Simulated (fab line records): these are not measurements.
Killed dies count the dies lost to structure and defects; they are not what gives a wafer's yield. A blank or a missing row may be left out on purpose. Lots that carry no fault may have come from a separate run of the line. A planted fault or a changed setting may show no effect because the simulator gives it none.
fab line records -- flow sfq_line
record: lots: 6, wafers: 18, last_day: 87
route steps=325 shown I1@87 M2@88
lots untouched by any fault: they come from a run of this same line in which no faults occurred
start_h: start of the lot's first displayed wafer, in hours after the record's first day -- wait_h: hours from the lot's prior step to this one -- " repeats the value in the row above -- L1.1+2: a single row standing in for several wafers -- - no value, or no start was given -- * or withheld: withheld -- < > ~ a bound
route shown NAME@n: a module of which the file shows steps, and the number in the route of the first -- usual: mean and standard deviation over wafers with no fault -- same: alike in all rows -- chamber/n: place in a boat -- sites: the reading at each site -- _std_site: standard deviation across them -- _edge_site: inner sites' mean taken away from outer sites' mean -- radius_mm: how far each site lies from the wafer's centre -- mask NAME#n: copy n -- behind: tool/chamber where the wafer was last shaped -- hold: reason for holding the lot/hours on hold/outcome of the hold -- device: which transistor (n, p or np) failed to switch -- end of line: tests of these same wafers at the route's end -- a step with no rows: only its recipe -- killed: the dies lost at the first sort to structure and to defects; this is not the yield of the wafer -- map: per-die view of a wafer (x killed, . not killed, _ where there is no die)
set.NAME: setting as actually run; set.NAME@STEP: the setting as run at that earlier step -- model.NAME: the simulator's own value behind a step, which no gauge read
a table for each step, a row for each wafer; lots at some steps of the route
services: from which hour (start_h, from the record's first day; less than 0 if before it) a tool's chamber was out of use, for how many hours, and why
== steps ==
step: SFQ_TRILAYER_I1_VIA_STRIP_SOLV_CLEAN_054
recipe: chemistry: NMP, temp_c: 70, time_s: 600
step: SFQ_TRILAYER_M2_DEP_PRE_CLEAN_056
recipe: gas: Ar, time_s: 22.5, bias_v: 250
step: SFQ_TRILAYER_M2_DEP_SPUTTER_055
recipe: material: Nb, base_pressure_pa: 1.33e-06, chamber_pressure_pa: 0.1333, substrate_temp_c: 20, resputter_cathode_voltage_v: 400, target_thk_nm: 200, power_w: 2000, time_s: 133.3
usual: throttle_valve_pct: 29.8/1.2
lot.wafer,tool,chamber,start_h,wait_h,throttle_valve_pct
L615.2,pvd_sputter-03,-,579.99,0.0,28.8
L615.5,pvd_sputter-03,-,579.99,0.0,29.0
L615.6,pvd_sputter-03,-,579.99,0.0,28.4
L621.1,pvd_sputter-05,-,647.15,0.0,30.9
L621.3,pvd_sputter-05,-,647.15,0.0,29.2
L621.5,pvd_sputter-05,-,647.15,0.0,30.7
L630.2,pvd_sputter-06,-,711.32,0.0,30.2
L630.5,pvd_sputter-06,-,711.32,0.0,30.4
L630.6,pvd_sputter-06,-,711.32,0.0,29.7
L631.2,pvd_sputter-05,-,713.72,0.0,30.4
L631.5,pvd_sputter-05,-,713.72,0.0,31.9
L631.6,pvd_sputter-05,-,713.72,0.0,31.4
L632.1,pvd_sputter-05,-,728.99,0.0,32.0
L632.4,pvd_sputter-05,-,728.99,0.0,31.2
L632.5,pvd_sputter-05,-,728.99,0.0,31.6
L637.1,pvd_sputter-05,-,787.55,0.0,31.9
L637.3,pvd_sputter-05,-,787.55,0.0,29.5
L637.4,pvd_sputter-05,-,787.55,0.0,31.6
step: SFQ_M2_RS_MEAS_914
recipe: thk_meas_gauge: four-point-probe, reads: Nb_of_TRILAYER_M2_DEP_SPUTTER_055
usual: M2_NB_RS: 0.885/0.012
lot.wafer,tool,chamber,start_h,wait_h,M2_NB_RS[ohm/sq]
L615.2,film_metro-02,-,580.10,0.1,0.881
L615.5,film_metro-02,-,580.10,0.1,0.884
L615.6,film_metro-02,-,580.10,0.1,0.879
L621.1,film_metro-02,-,647.24,0.0,0.891
L621.3,film_metro-02,-,647.24,0.0,0.883
L621.5,film_metro-02,-,647.24,0.0,0.897
L630.2,film_metro-04,-,711.43,0.1,0.901
L630.5,film_metro-04,-,711.43,0.1,0.897
L630.6,film_metro-04,-,711.43,0.1,0.872
L631.2,film_metro-04,-,713.83,0.1,0.884
L631.5,film_metro-04,-,713.83,0.1,0.865
L631.6,film_metro-04,-,713.83,0.1,0.887
L632.1,film_metro-04,-,729.08,0.0,0.869
L632.4,film_metro-04,-,729.08,0.0,0.893
L632.5,film_metro-04,-,729.08,0.0,0.869
L637.1,film_metro-04,-,787.64,0.0,0.869
L637.3,film_metro-04,-,787.64,0.0,0.883
L637.4,film_metro-04,-,787.64,0.0,0.866
step: SFQ_TRILAYER_M2_LITHO_COAT_062
recipe: resist: BARC, spin_rpm: 3000, resist_thk_nm: 62
step: SFQ_TRILAYER_M2_LITHO_COAT_057
recipe: resist: KrF, spin_rpm: 3000, resist_thk_nm: 600
step: SFQ_TRILAYER_M2_LITHO_SOFTBAKE_061
recipe: temp_c: withheld, time_s: withheld, resist: KrF
step: SFQ_TRILAYER_M2_LITHO_EXPOSE_058
recipe: mask_id: M2, na: 0.6, source_shape: conventional, sigma_outer: 0.65, target_cd_nm: 500, dose_mj: 14.4
step: SFQ_TRILAYER_M2_LITHO_PEB_060
recipe: peb_temp_c: 115, peb_time_s: 60, resist: KrF
step: SFQ_TRILAYER_M2_LITHO_DEVELOP_059
recipe: time_s: 60, resist: KrF
step: SFQ_M2_OVL_MEAS_916
usual: M2_OVL: 4/6.5
lot.wafer,tool,chamber,start_h,wait_h,M2_OVL[nm]
L615.2,overlay-02,-,734.34,0.1,6
L615.5,overlay-02,-,734.34,0.1,5
L615.6,overlay-02,-,734.34,0.1,6
L621.1,overlay-01,-,792.78,0.1,11
L621.3,overlay-01,-,792.78,0.1,9
L621.5,overlay-01,-,792.78,0.1,9
L630.2,overlay-01,-,857.41,0.1,7
L630.5,overlay-01,-,857.41,0.1,3
L630.6,overlay-01,-,857.41,0.1,11
L631.2,overlay-01,-,859.81,0.1,16
L631.5,overlay-01,-,859.81,0.1,3
L631.6,overlay-01,-,859.81,0.1,11
L632.1,overlay-01,-,873.95,0.1,4
L632.4,overlay-01,-,873.95,0.1,-2
L632.5,overlay-01,-,873.95,0.1,7
L637.1,overlay-02,-,921.95,0.1,5
L637.3,overlay-02,-,921.95,0.1,-2
L637.4,overlay-02,-,921.95,0.1,-2
step: SFQ_TRILAYER_M2_BARC_OPEN_METAL_ETCH_077
recipe: mask_material: PR, chemistry: O2, target_depth_nm: 125, target: BARC, icp_w: 600, bias_w: 80, pressure_mtorr: 10, time_s: 41.7
usual: drypump_motor_current_A: 6.01/0.16, he_backside_leak_sccm: 3.6/0.47, oes_product_au: 0.685/0.0044, rf_fwd_power_W: 593/3
lot.wafer,tool,chamber,start_h,wait_h,drypump_motor_current_A,he_backside_leak_sccm,oes_product_au,rf_fwd_power_W,rf_hours_counter_h,model.KrF_of_TRILAYER_M2_LITHO_COAT_057.thk_nm
L615.2,rie_metal-03,1,734.37,0.0,5.94,3.8,0.682,593,111,524.1
L615.5,rie_metal-03,1,734.37,0.0,5.96,3.7,0.681,590,-,523.9
L615.6,rie_metal-03,0,734.37,0.0,5.93,3.6,0.688,599,-,524.2
L621.1,rie_metal-03,0,792.81,0.0,5.90,3.5,0.687,595,54,524.2
L621.3,rie_metal-03,1,792.81,0.0,5.96,3.8,0.681,591,-,522
L621.5,rie_metal-03,1,792.81,0.0,5.96,3.8,0.688,592,-,522.1
L630.2,rie_metal-03,0,857.44,0.0,5.92,3.5,0.690,597,62,528
L630.5,rie_metal-03,0,857.44,0.0,5.92,3.5,0.694,596,-,525.8
L630.6,rie_metal-03,1,857.44,0.0,5.95,4.0,0.690,497,-,532.2
L631.2,rie_metal-03,0,859.84,0.0,5.91,3.6,0.687,594,62,527.4
L631.5,rie_metal-03,0,859.84,0.0,5.92,3.6,0.685,595,-,526.8
L631.6,rie_metal-03,1,859.84,0.0,5.96,3.8,0.689,494,-,532.1
L632.1,rie_metal-01,0,873.98,0.0,6.10,3.4,0.683,591,67,522.4
L632.4,rie_metal-01,1,873.98,0.0,6.25,3.1,0.684,592,-,524
L632.5,rie_metal-01,1,873.98,0.0,6.24,3.1,0.682,592,-,523.2
L637.1,rie_metal-02,1,921.98,0.0,5.76,3.6,0.678,586,50,524.7
L637.3,rie_metal-02,1,921.98,0.0,5.75,3.6,0.685,586,-,523.9
L637.4,rie_metal-02,0,921.98,0.0,5.62,3.0,0.694,596,-,523.1
step: SFQ_TRILAYER_M2_ETCH_METAL_ETCH_060
recipe: target: Nb, stop_on: SiO2, mask_material: PR, chemistry: Cl2/Ar, target_depth_nm: 240, icp_w: 600, bias_w: 80, pressure_mtorr: 10, time_s: 120
usual: drypump_motor_current_A: 6.01/0.16, he_backside_leak_sccm: 3.54/0.23, oes_product_au: 0.897/0.0085, rf_fwd_power_W: 596.3/1.8
lot.wafer,tool,chamber,start_h,wait_h,drypump_motor_current_A,he_backside_leak_sccm,oes_product_au,rf_fwd_power_W,rf_hours_counter_h,model.KrF_of_TRILAYER_M2_LITHO_COAT_057.thk_nm
L615.2,rie_metal-03,1,734.43,0.0,5.95,3.78,0.894,598.1,111,385.1
L615.5,rie_metal-03,1,734.43,0.0,5.93,3.83,0.895,597.8,-,384.9
L615.6,rie_metal-03,0,734.43,0.0,5.93,3.52,0.901,595.9,-,386.2
L621.1,rie_metal-03,0,792.87,0.0,5.92,3.44,0.897,596.8,54,383.9
L621.3,rie_metal-03,1,792.87,0.0,5.96,3.89,0.894,594.5,-,382.2
L621.5,rie_metal-03,1,792.87,0.0,5.96,3.88,0.890,593.3,-,382.3
L630.2,rie_metal-03,0,857.50,0.0,5.95,3.56,0.890,596.6,62,391.5
L630.5,rie_metal-03,0,857.50,0.0,5.94,3.70,0.886,596.8,-,388.3
L630.6,rie_metal-03,1,857.50,0.0,5.95,3.98,0.909,593.5,-,390.3
L631.2,rie_metal-03,0,859.90,0.0,5.95,3.56,0.899,596.4,62,390.9
L631.5,rie_metal-03,0,859.90,0.0,5.94,3.59,0.910,594.9,-,389.5
L631.6,rie_metal-03,1,859.90,0.0,5.95,3.54,0.888,594.5,-,390.2
L632.1,rie_metal-01,0,874.04,0.0,6.08,3.47,0.899,596.1,67,380.6
L632.4,rie_metal-01,1,874.04,0.0,6.30,3.50,0.899,595.1,-,384.1
L632.5,rie_metal-01,1,874.04,0.0,6.30,3.50,0.910,596.9,-,382.5
L637.1,rie_metal-02,1,922.04,0.0,5.71,3.60,0.908,596.6,50,386.7
L637.3,rie_metal-02,1,922.04,0.0,5.71,3.59,0.895,596.3,-,385.9
L637.4,rie_metal-02,0,922.04,0.0,5.62,3.36,0.912,599.6,-,382.6
step: SFQ_TRILAYER_M2_STRIP_STRIP_061
recipe: gas: O2, power_w: 200, platen_temp_c: 40, overash_fraction: 0.65, chemistry: O2, pressure_mtorr: 50
usual: drypump_motor_current_A: 6.01/0.16, he_backside_leak_sccm: 3.57/0.29, oes_product_au: 0.997/0.0099
lot.wafer,tool,chamber,start_h,wait_h,drypump_motor_current_A,he_backside_leak_sccm,oes_product_au,rf_hours_counter_h
L615.2,rie_metal-03,1,734.55,0.1,5.97,3.74,1.001,111
L615.5,rie_metal-03,1,734.55,0.1,5.96,3.87,0.997,-
L615.6,rie_metal-03,0,734.55,0.1,5.91,3.52,0.984,-
L621.1,rie_metal-03,0,793.00,0.1,5.96,3.61,0.977,54
L621.3,rie_metal-03,1,793.00,0.1,5.95,3.58,0.979,-
L621.5,rie_metal-03,1,793.00,0.1,5.95,3.83,0.989,-
L630.2,rie_metal-03,0,857.62,0.1,5.95,3.62,0.982,62
L630.5,rie_metal-03,0,857.62,0.1,5.92,3.58,0.986,-
L630.6,rie_metal-03,1,857.62,0.1,5.96,3.88,1.007,-
L631.2,rie_metal-03,0,860.02,0.1,5.93,3.57,0.990,63
L631.5,rie_metal-03,0,860.02,0.1,5.93,3.63,0.996,-
L631.6,rie_metal-03,1,860.02,0.1,5.97,3.94,1.002,-
L632.1,rie_metal-01,0,874.17,0.1,6.13,3.17,1.008,68
L632.4,rie_metal-01,1,874.17,0.1,6.29,3.41,1.010,-
L632.5,rie_metal-01,1,874.17,0.1,6.29,3.26,1.008,-
L637.1,rie_metal-02,1,922.17,0.1,5.72,3.56,0.998,50
L637.3,rie_metal-02,1,922.17,0.1,5.75,3.62,0.994,-
L637.4,rie_metal-02,0,922.17,0.1,5.65,3.54,1.004,-
== services ==
tool,chamber,start_h,hours,kind
pvd_sputter-06,-,579.62,1.5,repair
pvd_sputter-05,-,598.12,0.7,repair
pvd_sputter-03,-,606.40,2.3,repair
rie_metal-01,-,612.07,4.3,pm
rie_metal-01,0,625.75,7.0,repair
rie_metal-02,-,657.77,2.6,repair
pvd_sputter-03,-,678.75,1.1,repair
pvd_sputter-03,0,686.13,-,consumable_replace:kit
pvd_sputter-03,0,686.13,18.0,scheduled_down
rie_metal-01,-,696.04,2.8,pm
pvd_sputter-06,-,703.47,2.0,repair
pvd_sputter-03,-,735.32,3.1,repair
pvd_sputter-03,-,756.75,25.0,repair
pvd_sputter-05,-,757.85,2.4,repair
pvd_sputter-03,-,768.54,0.8,repair
pvd_sputter-05,1,769.83,-,consumable_replace:kit
pvd_sputter-05,1,769.83,18.0,scheduled_down
pvd_sputter-05,1,769.83,18.0,vent_cycle
pvd_sputter-06,-,794.76,4.8,repair
rie_metal-02,-,800.98,2.8,pm
rie_metal-02,1,827.57,4.6,repair
rie_metal-03,-,850.24,2.8,pm
rie_metal-01,-,854.49,0.2,repair
rie_metal-02,-,909.64,1.3,repair
== key ==
first_sign: step: SFQ_TRILAYER_M2_BARC_OPEN_METAL_ETCH_077, reading: rf_fwd_power_W, direction: down, sigmas: 32, usual: 593, struck: 495
effect none on later readings
model_effect: step: SFQ_TRILAYER_M2_BARC_OPEN_METAL_ETCH_077, value: KrF_of_TRILAYER_M2_LITHO_COAT_057.thk_nm, without: 524.6, struck: 532.1
model_effect: step: SFQ_TRILAYER_M2_ETCH_METAL_ETCH_060, value: KrF_of_TRILAYER_M2_LITHO_COAT_057.thk_nm, without: 382.8, struck: 390.2
met_at SFQ_TRILAYER_M2_BARC_OPEN_METAL_ETCH_077
struck_wafers L630.6,L631.6
onset_between 792.81 857.44
fault: kind: process_parameter_drift, tool: rie_metal-03, chamber: 1, onset_h: 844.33, steps: SFQ_TRILAYER_M2_BARC_OPEN_METAL_ETCH_077, channel: icp_w, offset: -96, shape: step, end_h: 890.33, acts_in: these_recipes_only, stated: 600
